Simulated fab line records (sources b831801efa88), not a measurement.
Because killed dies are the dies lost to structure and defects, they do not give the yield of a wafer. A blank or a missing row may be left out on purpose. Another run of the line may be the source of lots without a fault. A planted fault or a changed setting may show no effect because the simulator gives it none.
A struck lot beside a sound one || flow gf180mcu || 14 out of 602 route steps
Sound: wafers L378.1, L378.4, L378.5. Struck: wafer L363.1 (left out: L363.6, a lot-mate that was not struck); the cause follows at the end.
Order at every step that has rows: each side's tool, ch and its chambers, its first start. Under that, the readings that differ: sound wafers || struck wafers || difference of the means || sigmas: that difference in standard deviations of wafers without a fault.
alike: a reading whose means differ by less than 2 such deviations, as well as words and numbers matching on both sides. not compared: withheld readings; readings where some wafer has no value; bounds like >300 that might hide an equal value; numbers whose values overlap and for which the record gives no deviation.
The two part at a step that has a row with sigmas, a row that says differs or no value, or rows on one side only. Numbers that have no deviation but don't overlap get no sigmas and don't part them. A reading that every wafer of one side lacks parts them only if that side has two wafers or more.

first, 5 steps without rows for these wafers: GF_V1_COAT_09 (resist thk 1000 nm); GF_V1_SOFTBAKE_10 (time 60 s); GF_V1_EXPOSE_11 (exposes mask Via1, target cd 260 nm); GF_V1_PEB_12 (peb time 90 s); GF_V1_DEVELOP_13 (develop time 60 s).
GF_V1_CD_MEAS_14: the cd target is 260 nm.
  sound: cd-sem-01 at day 25 05:13; struck: cd-sem-02 at day 19 02:32
  alike: cd-nm
GF_V1_OVL_MEAS_15:
  sound: overlay-01 at day 25 05:20; struck: overlay-02 at day 19 02:40
  alike: V1_OVL
GF_V1_ETCH_16: etches BARC in N2/H2.
  sound on rie-diel-04 ch 0,2,3, day 25 05:22; struck on rie-diel-04 ch 0, day 19 02:41
  alike: drypump-motor-current-A, h2-flow-sccm, n2-flow-sccm, oes-product-au, rf-fwd-power-W, throttle-valve-pct
GF_V1_ETCH_17: etches SiO2 in C4F8/O2/Ar, stops on TiN, target depth 630 nm.
  sound: rie-diel-04 ch 0,2,3; struck: rie-diel-04 ch 0
  alike: oes-product-au, rf-fwd-power-W
GF_V1_STRIP_18: strips in O2/N2.
  sound on plasma-asher-02 ch 0, day 25 05:30; struck on plasma-asher-01 ch 1, day 19 02:49
  alike: drypump-motor-current-A, heater-power-w, n2-flow-sccm, oes-product-au
  not compared: rf-hours-counter-h
then, 2 steps without rows for these wafers: GF_V1_STRIP_19 (strips in post etch residue remover, time 1200 s); GF_V1_CLEAN_20 (cleans in DIW).
GF_V1_SPUTTER_21: material Ti, target thk 15 nm, time 80.02 s.
  sound: pvd-sputter-03 at day 25 06:04; struck: pvd-sputter-03 at day 19 03:23
{"reading": "model.Ti_of_V1_SPUTTER_21.thk-nm (nm)", "sound": "14.86 15.26 15.06", "struck": 19.03, "difference": "+3.97", "sigmas": ""}
  alike: chamber-pressure-pa, throttle-valve-pct
GF_V1_SPUTTER_22: material TiN, target thk 10 nm, time 40 s.
  sound: pvd-sputter-03 at day 25 06:07; struck: pvd-sputter-03 at day 19 03:28
{"reading": "throttle-valve-pct (%)", "sound": "29.8 31.1 30.0", "struck": 27.6, "difference": -2.7, "sigmas": -2}
  alike: chamber-pressure-pa

WHERE THEY PART
At GF_V1_SPUTTER_22 and nowhere else, as far as this record goes.

WHY: what the simulator had put in
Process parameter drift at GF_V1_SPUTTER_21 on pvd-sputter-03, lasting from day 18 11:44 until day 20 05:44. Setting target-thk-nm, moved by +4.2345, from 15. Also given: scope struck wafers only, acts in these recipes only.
